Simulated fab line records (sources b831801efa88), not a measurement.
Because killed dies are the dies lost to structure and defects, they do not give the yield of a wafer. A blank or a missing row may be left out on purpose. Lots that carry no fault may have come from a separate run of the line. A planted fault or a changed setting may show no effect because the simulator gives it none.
Which tool did it?    flow gf180mcu    Sampling: 13 lots, 39 wafers, 4 of 602 route steps

== WHAT EACH GAUGE READ, for each wafer ==
GF_STI_THK_MEAS_02. Usual: STI_OXIDATION_THK typically reads 10.02 nm, with standard deviation 0.21.
lot   measured     on             STI_OXIDATION_THK (nm)  flag
L494  day 1 12:52  film_metro-01  10.21 10.24 10.24       
L495  day 1 16:31  film_metro-01  10.42 10.40 10.43       
L496  day 1 21:31  film_metro-03  10.11 10.01 9.92        
L497  day 2 02:41  film_metro-03  10.20 10.03 10.10       
L499  day 2 13:41  film_metro-03  9.78 9.92 9.95          
L501  day 2 23:29  film_metro-03  10.14 10.03 9.92        
L502  day 3 03:45  film_metro-01  9.96 9.95 9.96          
L503  day 3 08:57  film_metro-02  9.82 10.05 9.95         
L505  day 3 18:31  film_metro-02  9.84 9.69 9.82          
L506  day 3 23:31  film_metro-03  9.89 9.81 9.82          
L513  day 5 10:31  film_metro-03  10.33 10.30 10.06       
L516  day 6 02:58  film_metro-02  10.05 9.90 9.88         
L517  day 6 06:31  film_metro-01  10.14 10.26 10.28       

GF_STI_THK_MEAS_22. Usual: STI_OXIDATION_01_THK typically reads 15.0 nm, with standard deviation 0.36.
lot   measured     on             STI_OXIDATION_01_THK (nm)  flag
L494  day 2 05:16  film_metro-01  14.9 15.0 15.1             
L495  day 2 10:06  film_metro-02  14.3 14.3 14.5             
L496  day 2 15:22  film_metro-03  15.2 15.1 15.0             
L497  day 2 19:11  film_metro-03  15.3 15.0 15.1             
L499  day 3 05:49  film_metro-03  14.8 15.1 15.1             
L501  day 3 16:22  film_metro-01  14.8 14.6 14.8             
L502  day 3 21:05  film_metro-01  14.7 14.7 14.8             
L503  day 4 01:34  film_metro-01  15.3 15.0 15.2             
L505  day 4 11:53  film_metro-03  14.8 14.9 14.7             
L506  day 4 16:43  film_metro-03  15.4 15.2 15.3             
L513  day 6 05:30  film_metro-01  14.6 14.3 14.5             
L516  day 7 00:12  film_metro-02  15.2 15.5 15.7             
L517  day 7 02:47  film_metro-01  15.0 15.2 15.3             

GF_LVPWELL_TW_MEAS_11. Usual: LVPWELL_TW typically reads 560, with standard deviation 8.4.
lot   measured     on             LVPWELL_TW   flag
L494  day 3 23:08  film_metro-03  559 561 563  
L495  day 4 05:54  film_metro-03  564 560 565  
L496  day 4 12:19  film_metro-02  569 566 567  
L497  day 4 14:05  film_metro-04  550 552 549  
L499  day 5 02:00  film_metro-04  551 549 551  
L501  day 5 12:59  film_metro-02  566 568 566  
L502  day 5 18:36  film_metro-04  549 550 551  
L503  day 5 23:19  film_metro-04  549 548 545  
L505  day 6 11:17  film_metro-02  570 571 567  
L506  day 6 15:27  film_metro-02  570 571 571  
L513  day 8 08:11  film_metro-02  568 566 568  
L516  day 9 08:41  film_metro-04  555 548 551  
L517  day 9 09:06  film_metro-02  568 568 570  

== WHICH TOOL RAN EACH LOT (tool, then ch and the chambers of the sampled wafers, then the start) ==
lot   GF_LVPWELL_EXPOSE_04
L494  iline_stepper-01 ch 0, day 3 16:31
L495  iline_stepper-02 ch 0, day 3 22:42
L496  iline_stepper-01 ch 0, day 4 02:47
L497  iline_stepper-02 ch 0, day 4 06:50
L499  iline_stepper-02 ch 0, day 4 18:40
L501  iline_stepper-01 ch 0, day 5 05:45
L502  iline_stepper-01 ch 0, day 5 10:45
L503  iline_stepper-01 ch 0, day 5 15:37
L505  iline_stepper-01 ch 0, day 6 03:29
L506  iline_stepper-01 ch 0, day 6 07:55
L513  iline_stepper-02 ch 0, day 7 23:32
L516  iline_stepper-02 ch 0, day 8 23:17
L517  iline_stepper-01 ch 0, day 9 00:02
- GF_LVPWELL_EXPOSE_04: exposes mask LVPWELL, target cd 600 nm.

== WHAT THE TOOLS THEMSELVES READ (means of the sampled wafers that have a number; where no wafer has one, the mark that the record gives instead) ==
The record holds no such reading with a usual standard deviation.

== THE ANSWER, worked out from the rows above alone ==
Rule: a lot is off if the mean of its wafers that have a number lies more than 3 standard deviations from the usual mean. A lot without any number at a reading at which 4 lots or more have one is off too. All remaining lots with rows at the step are treated as sound. First the gauges in route order, then the tools' own readings, where a lot's mean is used as printed above. The first step at which some lot is off is used, and at that step the reading that is off furthest; a lot without a number counts as furthest.
No lot is off on any of the readings shown, so nothing can be concluded from this.

== WHAT THE SIMULATOR PUT IN ==
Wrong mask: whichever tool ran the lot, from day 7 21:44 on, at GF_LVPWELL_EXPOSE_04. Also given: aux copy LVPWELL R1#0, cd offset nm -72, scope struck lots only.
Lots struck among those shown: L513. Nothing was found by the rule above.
